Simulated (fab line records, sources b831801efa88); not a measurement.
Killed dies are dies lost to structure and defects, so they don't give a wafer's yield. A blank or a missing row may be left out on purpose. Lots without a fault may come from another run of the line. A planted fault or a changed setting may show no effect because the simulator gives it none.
One fault seen from 2 desks | flow sky130 | each desk has only its own numbers; what lay behind them comes last

THE METROLOGY DESK
What the gauges read, lot by lot, whatever tool the lot ran on: means of the sampled wafers that have a number. A lot is out of limits, marked OUT, if its mean lies more than 4 standard deviations from the usual mean; the brackets give that distance.
Columns: A = VIA4_BOW at SKY_VIA4_BOW_MEAS_03, usual 79 um
lot  | first seen here | A
L562 | day 41 14:13    | 78
L563 | day 42 15:34    | 76
L564 | day 42 18:43    | 79
L566 | day 43 04:25    | 71
L567 | day 43 05:22    | 82
L568 | day 43 10:38    | 80
L569 | day 43 14:25    | 74
L571 | day 44 04:58    | 69
L572 | day 44 18:11    | 85
L574 | day 45 04:28    | 75
L582 | day 47 06:07    | 69
L584 | day 48 02:31    | 84
L583 | day 48 05:33    | 76
This desk's finding: nothing out of limits on any of the 13 lots.

THE TOOL OWNER'S DESK: rie_si-01
The tool's own readings at SKY_POLY_GATE_ETCH_17 (etches poly-Si in HBr/Cl2, stops on SiO2, target depth 180 nm, time 70.5 s): means of the sampled wafers that have a number, for each lot that ran on this tool. A lot is out of limits, marked OUT, if its mean lies more than 4 standard deviations from the usual mean; the brackets give that distance.
Columns: A = drypump_motor_current_A at SKY_POLY_GATE_ETCH_17, usual 5.7 A; B = mfc_cl2_sccm at SKY_POLY_GATE_ETCH_17, usual 49.99 sccm; C = oes_product_au at SKY_POLY_GATE_ETCH_17, usual 0.985 a.u.; D = throttle_valve_pct at SKY_POLY_GATE_ETCH_17, usual 33.684 %
lot  | first seen here | A   | B     | C     | D
L563 | day 16 19:37    | 5.8 | 50.05 | 0.983 | 33.678
L564 | day 17 00:22    | 5.7 | 49.90 | 0.984 | 33.676
L566 | day 17 21:43    | 5.8 | 50.02 | 0.983 | 33.691
L567 | day 18 05:55    | 5.8 | 49.90 | 0.982 | 33.683
L568 | day 18 11:11    | 5.7 | 50.01 | 0.978 | 33.695
L569 | day 18 13:28    | 5.6 | 50.03 | 0.983 | 33.688
L571 | day 19 12:34    | 5.8 | 49.98 | 0.981 | 33.684
L572 | day 20 02:47    | 6.1 | 50.15 | 0.983 | 33.671
L574 | day 21 01:10    | 5.7 | 50.00 | 0.991 | 33.685
L582 | day 23 22:58    | 5.9 | 49.85 | 0.991 | 33.681
L584 | day 25 05:41    | 5.6 | 49.86 | 0.987 | 33.682
This desk's finding: nothing out of limits on any of the 11 lots.

PUT TOGETHER
The metrology desk saw nothing out of limits.
The tool owner's desk saw nothing out of limits.

WHAT THE SIMULATOR HAD PUT IN
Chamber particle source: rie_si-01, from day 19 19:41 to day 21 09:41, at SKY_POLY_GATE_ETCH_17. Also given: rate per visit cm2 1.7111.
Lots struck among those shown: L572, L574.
